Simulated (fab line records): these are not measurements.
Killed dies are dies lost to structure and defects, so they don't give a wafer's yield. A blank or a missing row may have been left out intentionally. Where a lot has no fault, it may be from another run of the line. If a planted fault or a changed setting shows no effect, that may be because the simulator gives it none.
fab line records -- flow sky130
record: lots: 13, wafers: 39, lastDay: 50
route steps=708 shown FIELD_ISO@14 NWELL@76 VT_ADJUST_HVTP@89
lots with no fault: from the same line, run without faults
startH: the number of hours between the record's first day and the start of the first shown wafer of the lot -- waitH: time in hours since the lot's previous step -- " identical to the entry in the row above -- L1.1+2: several wafers, shown together as one row -- - no value, or no start given -- * or withheld: withheld -- < > ~ a bound
route shown NAME@n: a module of which the file shows steps, and the number in the route of the first -- usual: average and standard deviation across the fault-free wafers -- same: alike in all rows -- chamber/n: place in a boat -- sites: per-site readings -- _std_site: standard deviation across them -- _edge_site: inner sites' mean taken away from outer sites' mean -- radiusMm: for every site, how far away it sits from the centre of the wafer -- mask NAME#n: copy n -- behind: the most recent tool/chamber to have shaped the wafer -- hold: why the lot was held/for how many hours/how that ended -- device: transistor that didn't switch, given as n, p or np -- end of line: the tests these same wafers got at the end of their route -- a step without rows: its recipe alone -- killed: not the wafer's yield, but the dies lost to structure and defects at the first sort -- map: the dies of a wafer, with x for killed, . for not killed, _ for no die there
set.NAME: the setting as run; set.NAME@STEP: as run at that earlier step -- model.NAME: the simulator's own value behind a step, which no gauge read
one table for each step of the route and one row for each wafer, over a sample of lots
services: a tool's chamber out of use, with start hour (startH, from the record's first day; less than 0 if before it), hours out, and reason
== steps ==
step: SKY_FIELD_ISO_CD_MEAS_13
recipe: targetCdNm: 150
usual: cdNm: 150.5/1.7
lot.wafer,tool,chamber,startH,waitH,cdNm
L210.1,cdSem-02,-,30.07,-,149.9
L210.2,cdSem-02,-,30.07,-,149.8
L210.4,cdSem-02,-,30.07,-,149.6
L211.1,cdSem-01,-,33.99,-,150.9
L211.3,cdSem-01,-,33.99,-,149.4
L211.5,cdSem-01,-,33.99,-,150.8
L214.1,cdSem-01,-,49.49,-,152.1
L214.4,cdSem-01,-,49.49,-,152.1
L214.5,cdSem-01,-,49.49,-,151.6
L216.3,cdSem-01,-,62.68,-,151.9
L216.4,cdSem-01,-,62.68,-,150.8
L216.5,cdSem-01,-,62.68,-,149.9
L217.1,cdSem-02,-,65.66,-,150.8
L217.4,cdSem-02,-,65.66,-,150.5
L217.5,cdSem-02,-,65.66,-,150.2
L218.2,cdSem-02,-,70.48,-,152.2
L218.4,cdSem-02,-,70.48,-,150.0
L218.5,cdSem-02,-,70.48,-,150.8
L220.2,cdSem-01,-,79.61,-,149.8
L220.5,cdSem-01,-,79.61,-,151.7
L220.6,cdSem-01,-,79.61,-,151.9
L221.3,cdSem-02,-,90.38,-,153.2
L221.4,cdSem-02,-,90.38,-,153.2
L221.5,cdSem-02,-,90.38,-,153.5
L222.1,cdSem-01,-,90.69,-,147.2
L222.3,cdSem-01,-,90.69,-,149.7
L222.5,cdSem-01,-,90.69,-,148.2
L228.2,cdSem-01,-,125.83,-,149.0
L228.3,cdSem-01,-,125.83,-,150.0
L228.4,cdSem-01,-,125.83,-,149.3
L229.3,cdSem-02,-,133.50,-,150.2
L229.4,cdSem-02,-,133.50,-,147.8
L229.6,cdSem-02,-,133.50,-,149.3
L230.2,cdSem-01,-,134.41,-,149.8
L230.3,cdSem-01,-,134.41,-,149.1
L230.5,cdSem-01,-,134.41,-,149.6
L232.4,cdSem-01,-,143.07,-,149.8
L232.5,cdSem-01,-,143.07,-,150.2
L232.6,cdSem-01,-,143.07,-,151.0
step: SKY_FIELD_ISO_ETCH_15
recipe: chemistry: CHF3/O2, targetDepthNm: 180, stopOn: Si, sourceW: 600, biasW: 200, pressureMtorr: 40, chf3FlowSccm: 50, O2_flow_sccm: 5, timeS: 72
usual: drypumpMotorCurrentA: 5.7/0.42, oesProductAu: 0.950/0.0071, throttleValvePct: 8.844/0.0092
lot.wafer,tool,chamber,startH,waitH,drypumpMotorCurrentA,oesProductAu,rfHoursCounterH,throttleValvePct
L210.1,rieDiel-03,1,30.23,0.0,5.1,0.964,118,8.823
L210.2,rieDiel-03,3,30.23,0.0,5.9,0.950,90,8.832
L210.4,rieDiel-03,2,30.23,0.0,5.8,0.949,47,8.853
L211.1,rieDiel-02,3,34.16,0.0,6.2,0.955,158,8.849
L211.3,rieDiel-02,0,34.16,0.0,5.3,0.943,29,8.834
L211.5,rieDiel-02,1,34.16,0.0,6.2,0.956,-,8.839
L214.1,rieDiel-03,2,49.66,0.0,5.8,0.952,47,8.862
L214.4,rieDiel-03,0,49.66,0.0,5.2,0.945,75,8.845
L214.5,rieDiel-03,1,49.66,0.0,5.1,0.955,-,8.857
L216.3,rieDiel-04,2,62.81,0.0,5.3,0.952,113,8.853
L216.4,rieDiel-04,0,62.81,0.0,6.5,0.943,5,8.846
L216.5,rieDiel-04,0,62.81,0.0,6.5,0.954,-,8.834
L217.1,rieDiel-02,2,65.82,0.0,6.1,0.948,91,8.843
L217.4,rieDiel-02,2,65.82,0.0,6.1,0.947,-,8.844
L217.5,rieDiel-02,1,65.82,0.0,6.2,0.959,-,8.858
L218.2,rieDiel-02,0,70.62,0.0,5.3,0.946,30,8.851
L218.4,rieDiel-02,1,70.62,0.0,6.2,0.951,-,8.841
L218.5,rieDiel-02,0,70.62,0.0,5.3,0.949,-,8.852
L220.2,rieDiel-03,0,79.76,0.0,5.2,0.945,76,8.848
L220.5,rieDiel-03,1,79.76,0.0,5.1,0.941,-,8.830
L220.6,rieDiel-03,0,79.76,0.0,5.2,0.947,-,8.855
L221.3,rieDiel-04,3,90.51,0.0,5.6,0.953,125,8.834
L221.4,rieDiel-04,1,90.51,0.0,5.6,0.953,87,8.844
L221.5,rieDiel-04,0,90.51,0.0,6.5,0.937,-,8.827
L222.1,rieDiel-02,2,90.86,0.0,6.1,0.954,91,8.837
L222.3,rieDiel-02,0,90.86,0.0,5.3,0.958,30,8.867
L222.5,rieDiel-02,0,90.86,0.0,5.3,0.956,-,8.853
L228.2,rieDiel-03,2,125.97,0.0,5.8,0.951,49,8.843
L228.3,rieDiel-03,3,125.97,0.0,5.8,0.950,92,8.853
L228.4,rieDiel-03,1,125.97,0.0,5.1,0.949,120,8.850
L229.3,rieDiel-03,1,133.62,0.0,5.1,0.945,120,8.843
L229.4,rieDiel-03,3,133.62,0.0,5.8,0.947,-,8.844
L229.6,rieDiel-03,1,133.62,0.0,5.1,0.933,-,8.847
L230.2,rieDiel-04,2,134.56,0.0,5.3,0.946,114,8.844
L230.3,rieDiel-04,0,134.56,0.0,6.4,0.943,6,8.851
L230.5,rieDiel-04,2,134.56,0.0,5.3,0.941,-,8.839
L232.4,rieDiel-03,3,143.17,0.0,5.8,0.968,92,8.855
L232.5,rieDiel-03,0,143.17,0.0,5.2,0.962,-,8.842
L232.6,rieDiel-03,3,143.17,0.0,5.8,0.967,-,8.840
step: SKY_NWELL_OVL_MEAS_23
usual: NWELL_01_OVL: -0.5/1.3
lot.wafer,tool,chamber,startH,waitH,NWELL_01_OVL[nm]
L210.1,overlay-02,-,100.59,-,-0.6
L210.2,overlay-02,-,100.59,-,0.5
L210.4,overlay-02,-,100.59,-,-1.5
L211.1,overlay-02,-,108.72,-,-2.5
L211.3,overlay-02,-,108.72,-,0.3
L211.5,overlay-02,-,108.72,-,-0.7
L214.1,overlay-01,-,130.67,-,2.0
L214.4,overlay-01,-,130.67,-,0.0
L214.5,overlay-01,-,130.67,-,-0.1
L216.3,overlay-01,-,154.00,-,-2.6
L216.4,overlay-01,-,154.00,-,-2.5
L216.5,overlay-01,-,154.00,-,-2.0
L217.1,overlay-02,-,154.33,-,2.3
L217.4,overlay-02,-,154.33,-,0.0
L217.5,overlay-02,-,154.33,-,-0.1
L218.2,overlay-01,-,175.40,-,-1.0
L218.4,overlay-01,-,175.40,-,-1.5
L218.5,overlay-01,-,175.40,-,-1.0
L220.2,overlay-02,-,176.69,-,1.2
L220.5,overlay-02,-,176.69,-,-1.3
L220.6,overlay-02,-,176.69,-,0.7
L222.1,overlay-02,-,196.58,-,-0.9
L222.3,overlay-02,-,196.58,-,-0.6
L222.5,overlay-02,-,196.58,-,0.2
L221.3,overlay-01,-,197.30,-,-0.8
L221.4,overlay-01,-,197.30,-,-1.1
L221.5,overlay-01,-,197.30,-,-1.5
L228.2,overlay-01,-,222.85,-,1.0
L228.3,overlay-01,-,222.85,-,-0.4
L228.4,overlay-01,-,222.85,-,0.7
L229.3,overlay-02,-,225.90,-,-0.6
L229.4,overlay-02,-,225.90,-,1.2
L229.6,overlay-02,-,225.90,-,0.0
L230.2,overlay-01,-,227.14,-,-2.0
L230.3,overlay-01,-,227.14,-,-2.9
L230.5,overlay-01,-,227.14,-,-0.1
L232.4,overlay-01,-,236.29,-,-1.0
L232.5,overlay-01,-,236.29,-,0.3
L232.6,overlay-01,-,236.29,-,-1.4
step: SKY_VT_ADJUST_HVTP_EXPOSE_04
recipe: maskId: HVTPM, na: 0.6, sourceShape: conventional, sigmaOuter: 0.6, polarization: unpolarized, targetCdNm: 380, doseMj: 140
usual: focusOffsetNm: 0.0/0.49, reticleTempC: 23.01/0.11
lot.wafer,tool,chamber,startH,waitH,mask,focusOffsetNm,reticleTempC
L210.1,ilineStepper-01,0,109.74,-,HVTPM#0,0.3,22.98
L210.2,ilineStepper-01,0,109.74,-,HVTPM#0,-0.4,23.00
L210.4,ilineStepper-01,0,109.74,-,HVTPM#0,-0.5,23.05
L211.1,ilineStepper-02,0,118.27,-,HVTPM#0,-0.6,23.15
L211.3,ilineStepper-02,0,118.27,-,HVTPM#0,-0.5,23.18
L211.5,ilineStepper-02,0,118.27,-,HVTPM#0,-0.9,23.23
L214.1,ilineStepper-01,0,140.39,-,HVTPM#0,0.3,23.07
L214.4,ilineStepper-01,0,140.39,-,HVTPM#0,-0.5,23.09
L214.5,ilineStepper-01,0,140.39,-,HVTPM#0,-0.4,23.00
L216.3,ilineStepper-02,0,165.21,-,HVTPM#0,-0.7,23.09
L216.4,ilineStepper-02,0,165.21,-,HVTPM#0,-0.6,22.92
L216.5,ilineStepper-02,0,165.21,-,HVTPM#0,-0.3,23.02
L217.1,ilineStepper-02,0,165.86,-,HVTPM#0,-1.2,22.94
L217.4,ilineStepper-02,0,165.86,-,HVTPM#0,-0.3,22.89
L217.5,ilineStepper-02,0,165.86,-,HVTPM#0,0.1,22.95
L218.2,ilineStepper-02,0,186.75,-,HVTPM#0,0.8,23.12
L218.4,ilineStepper-02,0,186.75,-,HVTPM#0,0.7,23.14
L218.5,ilineStepper-02,0,186.75,-,HVTPM#0,-0.4,23.07
L220.2,ilineStepper-02,0,188.43,-,NWM_COMPLEMENT#0,0.4,22.92
L220.5,ilineStepper-02,0,188.43,-,NWM_COMPLEMENT#0,0.1,22.93
L220.6,ilineStepper-02,0,188.43,-,NWM_COMPLEMENT#0,0.0,22.97
L222.1,ilineStepper-02,0,208.61,-,HVTPM#0,-0.2,22.90
L222.3,ilineStepper-02,0,208.61,-,HVTPM#0,0.0,22.94
L222.5,ilineStepper-02,0,208.61,-,HVTPM#0,0.1,22.92
L221.3,ilineStepper-02,0,209.06,-,HVTPM#0,-0.9,23.00
L221.4,ilineStepper-02,0,209.06,-,HVTPM#0,-1.0,23.00
L221.5,ilineStepper-02,0,209.06,-,HVTPM#0,-0.1,23.08
L228.2,ilineStepper-02,0,234.84,-,HVTPM#0,0.4,22.98
L228.3,ilineStepper-02,0,234.84,-,HVTPM#0,0.2,22.92
L228.4,ilineStepper-02,0,234.84,-,HVTPM#0,0.0,22.87
L229.3,ilineStepper-01,0,238.42,-,HVTPM#0,0.5,22.94
L229.4,ilineStepper-01,0,238.42,-,HVTPM#0,0.4,23.12
L229.6,ilineStepper-01,0,238.42,-,HVTPM#0,-0.5,23.15
L230.2,ilineStepper-02,0,239.08,-,HVTPM#0,0.7,22.87
L230.3,ilineStepper-02,0,239.08,-,HVTPM#0,0.3,22.89
L230.5,ilineStepper-02,0,239.08,-,HVTPM#0,0.6,22.89
L232.4,ilineStepper-02,0,248.95,-,HVTPM#0,0.6,23.03
L232.5,ilineStepper-02,0,248.95,-,HVTPM#0,0.7,23.07
L232.6,ilineStepper-02,0,248.95,-,HVTPM#0,1.0,22.91
step: SKY_VT_ADJUST_HVTP_CD_MEAS_07
recipe: targetCdNm: 380
usual: cdNm: 380.0/2.5
lot.wafer,tool,chamber,startH,waitH,cdNm
L210.1,cdSem-02,-,117.92,0.1,380.3
L210.2,cdSem-02,-,117.92,0.1,380.2
L210.4,cdSem-02,-,117.92,0.1,379.7
L211.1,cdSem-02,-,126.82,0.1,380.1
L211.3,cdSem-02,-,126.82,0.1,381.4
L211.5,cdSem-02,-,126.82,0.1,379.4
L214.1,cdSem-01,-,149.32,0.1,382.1
L214.4,cdSem-01,-,149.32,0.1,377.9
L214.5,cdSem-01,-,149.32,0.1,380.2
L216.3,cdSem-01,-,175.65,0.1,383.0
L216.4,cdSem-01,-,175.65,0.1,384.4
L216.5,cdSem-01,-,175.65,0.1,383.2
L217.1,cdSem-01,-,176.34,0.1,379.9
L217.4,cdSem-01,-,176.34,0.1,378.6
L217.5,cdSem-01,-,176.34,0.1,380.8
L218.2,cdSem-01,-,197.66,0.2,381.4
L218.4,cdSem-01,-,197.66,0.2,380.2
L218.5,cdSem-01,-,197.66,0.2,377.5
L220.2,cdSem-01,-,199.20,0.3,-
L220.5,cdSem-01,-,199.20,0.3,-
L220.6,cdSem-01,-,199.20,0.3,-
L222.1,cdSem-01,-,220.34,1.8,381.6
L222.3,cdSem-01,-,220.34,1.8,382.1
L222.5,cdSem-01,-,220.34,1.8,384.0
L221.3,cdSem-01,-,220.62,1.0,378.6
L221.4,cdSem-01,-,220.62,1.0,377.0
L221.5,cdSem-01,-,220.62,1.0,376.5
L228.2,cdSem-02,-,246.03,0.1,377.0
L228.3,cdSem-02,-,246.03,0.1,377.3
L228.4,cdSem-02,-,246.03,0.1,377.6
L229.3,cdSem-01,-,249.58,0.1,383.2
L229.4,cdSem-01,-,249.58,0.1,383.3
L229.6,cdSem-01,-,249.58,0.1,380.1
L230.2,cdSem-01,-,250.09,0.1,380.9
L230.3,cdSem-01,-,250.09,0.1,377.7
L230.5,cdSem-01,-,250.09,0.1,380.2
L232.4,cdSem-01,-,260.55,0.1,382.0
L232.5,cdSem-01,-,260.55,0.1,378.7
L232.6,cdSem-01,-,260.55,0.1,381.6
step: SKY_VT_ADJUST_HVTP_TW_MEAS_11
usual: VT_ADJUST_HVTP_TW: 1350/9.6
lot.wafer,tool,chamber,startH,waitH,VT_ADJUST_HVTP_TW
L210.1,filmMetro-02,-,118.33,0.1,1364
L210.2,filmMetro-02,-,118.33,0.1,1361
L210.4,filmMetro-02,-,118.33,0.1,1365
L211.1,filmMetro-03,-,127.23,0.1,1339
L211.3,filmMetro-03,-,127.23,0.1,1342
L211.5,filmMetro-03,-,127.23,0.1,1335
L214.1,filmMetro-03,-,149.73,0.1,1343
L214.4,filmMetro-03,-,149.73,0.1,1338
L214.5,filmMetro-03,-,149.73,0.1,1348
L216.3,filmMetro-03,-,176.04,0.1,1340
L216.4,filmMetro-03,-,176.04,0.1,1352
L216.5,filmMetro-03,-,176.04,0.1,1341
L217.1,filmMetro-03,-,176.75,0.1,1341
L217.4,filmMetro-03,-,176.75,0.1,1342
L217.5,filmMetro-03,-,176.75,0.1,1345
L218.2,filmMetro-02,-,198.06,0.1,1363
L218.4,filmMetro-02,-,198.06,0.1,1363
L218.5,filmMetro-02,-,198.06,0.1,1358
L220.2,filmMetro-01,-,199.60,0.1,30
L220.5,filmMetro-01,-,199.60,0.1,30
L220.6,filmMetro-01,-,199.60,0.1,30
L222.1,filmMetro-01,-,220.74,0.1,1335
L222.3,filmMetro-01,-,220.74,0.1,1330
L222.5,filmMetro-01,-,220.74,0.1,1332
L221.3,filmMetro-02,-,221.00,0.1,1363
L221.4,filmMetro-02,-,221.00,0.1,1360
L221.5,filmMetro-02,-,221.00,0.1,1364
L228.2,filmMetro-03,-,246.43,0.1,1349
L228.3,filmMetro-03,-,246.43,0.1,1345
L228.4,filmMetro-03,-,246.43,0.1,1351
L229.3,filmMetro-03,-,249.97,0.1,1347
L229.4,filmMetro-03,-,249.97,0.1,1348
L229.6,filmMetro-03,-,249.97,0.1,1354
L230.2,filmMetro-03,-,250.49,0.1,1357
L230.3,filmMetro-03,-,250.49,0.1,1348
L230.5,filmMetro-03,-,250.49,0.1,1348
L232.4,filmMetro-02,-,260.93,0.1,1361
L232.5,filmMetro-02,-,260.93,0.1,1360
L232.6,filmMetro-02,-,260.93,0.1,1365
== services ==
tool,chamber,startH,hours,kind
ilineStepper-02,-,10.64,1.7,pm
ilineStepper-01,-,20.58,1.7,pm
ilineStepper-02,-,21.58,9.2,repair
rieDiel-02,3,59.20,12.2,repair
ilineStepper-02,0,74.46,-,calibration
rieDiel-02,3,99.58,1.8,repair
rieDiel-02,2,119.73,4.2,repair
ilineStepper-01,0,121.50,-,calibration
rieDiel-02,3,130.18,-,clean
rieDiel-02,3,130.18,15.5,scheduledDown
rieDiel-02,3,130.18,15.5,ventCycle
rieDiel-03,0,131.64,6.9,repair
rieDiel-04,0,150.11,13.5,repair
rieDiel-04,-,156.79,14.6,pm
rieDiel-03,3,168.38,22.3,repair
rieDiel-04,1,177.18,3.8,repair
ilineStepper-01,-,186.25,4.4,pm
rieDiel-03,0,190.38,19.2,repair
ilineStepper-02,-,193.80,7.2,repair
rieDiel-04,1,197.82,17.0,repair
ilineStepper-01,-,205.32,3.6,repair
ilineStepper-02,-,228.88,1.7,pm
ilineStepper-01,-,238.76,1.7,pm
== key ==
firstSign: step: SKY_VT_ADJUST_HVTP_EXPOSE_04, reading: mask, direction: changed
effect: step: SKY_VT_ADJUST_HVTP_CD_MEAS_07, reading: cdNm, direction: missing
effect: step: SKY_VT_ADJUST_HVTP_TW_MEAS_11, reading: VT_ADJUST_HVTP_TW, direction: down, sigmas: 99+, usual: 1350, struck: 30
metAt SKY_VT_ADJUST_HVTP_EXPOSE_04
struckLots L220
sortLeftOut L220.2,L220.5,L220.6
testerLeftOut L220
notActingAt SKY_FIELD_ISO_CD_MEAS_13,SKY_FIELD_ISO_ETCH_15,SKY_NWELL_OVL_MEAS_23
onsetBetween 186.75 188.43
fault: kind: wrongMask, tool: any, chamber: -, onsetH: 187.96, steps: SKY_VT_ADJUST_HVTP_EXPOSE_04, auxCopy: NWM_COMPLEMENT#0, scope: struckLotsOnly
testerLeftOut: of these lots the tester's yield and bins aren't shown, on N5 and GAA mostly nor the transistor test; their killed dies are dies lost to structure and defects alone, not to doping, threshold or leakage, so they don't give the yield
sortLeftOut: the simulated sort isn't trusted on such a fault, so these wafers' sort isn't shown, and their yield isn't known
